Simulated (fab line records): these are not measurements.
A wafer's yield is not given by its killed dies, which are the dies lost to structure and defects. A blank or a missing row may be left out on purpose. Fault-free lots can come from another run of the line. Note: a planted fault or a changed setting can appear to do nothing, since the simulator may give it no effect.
Problem report, 8D (eight disciplines) form, completed by code :: flow sfq_line :: the parts of the form that need people (team, actions taken, sign-off) are left out

1. THE PROBLEM
rf_fwd_power_W at SFQ_TRILAYER_I2_DEP_PECVD_063 reads a mean of 211.8 W on 6 wafers of 2 lots; wafers without a fault read 182.4 W with a standard deviation of 0.54. Relative to the usual mean, that is a shift of +55 standard deviations.
The step: deposits SiO2 from SiH4/N2O, time 111.11 s, target thk 500 nm.
Seen first at day 40 15:28 on pecvd-03, wafer L999.2. The record holds 18 wafers of 6 lots with a number at this step. Rule for "out" (also "out of limits"): further than 4 standard deviations from the usual mean. All remaining wafers that have a number are taken as sound.

2. WHAT IT IS, WHAT IT ISN'T
question: which readings at this step
is: rf_fwd_power_W
is not: heater_power_w

question: which lots
is: L100, L999
is not: L108, L110, L114, L992

question: which wafers of those lots
is: all that have a number
is not: -

question: read on which tools
is: pecvd-03
is not: pecvd-02

question: when
is: from day 40 15:28
is not: up to then (3 sound wafers); but 9 sound wafers of L108, L110, L114 came after

3. WHAT RULES OUT EACH SUSPECT
Counting: a tool stays on the suspect list if, at a process step up to the reading, it processed all lots that are out and no sound lot following the first of them.
- pecvd-03 at SFQ_TRILAYER_I2_DEP_PECVD_063 (deposits SiO2 from SiH4/N2O, time 111.11 s, target thk 500 nm): ruled out as a lasting fault. Sound lots L110 ran on it after its first lot that is out, L999 (day 40 15:28).
Left after counting: nothing in the record.

4. THE CAUSE (what the simulator had put in)
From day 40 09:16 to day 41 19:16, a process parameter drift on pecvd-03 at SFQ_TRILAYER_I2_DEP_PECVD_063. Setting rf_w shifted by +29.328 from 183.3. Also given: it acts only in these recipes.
Counting ruled it out, wrongly.

5. SEQUENCE OF EFFECTS, ordered by route
Each row: a reading whose mean over the struck wafers that have a number lies more than 3 standard deviations from the usual. Only readings whose record carries a usual standard deviation are examined. hours: median over the lots of the time between each lot's start at the first step of this table that gives one and its start at this step. sigmas: the change, counted in usual standard deviations.
hours: 0
step: SFQ_TRILAYER_I2_DEP_PECVD_063
reading: rf_fwd_power_W
usual: 182.4 W
on struck wafers: 211.8
change: +29.4
sigmas: +55
Process steps it contains:
- SFQ_TRILAYER_I2_DEP_PECVD_063: deposits SiO2 from SiH4/N2O, time 111.11 s, target thk 500 nm.

6. WHAT WOULD HAVE CAUGHT IT SOONER
In this record the first reading out of limits was taken at day 40 15:28, 6 hours after the fault began at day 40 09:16.
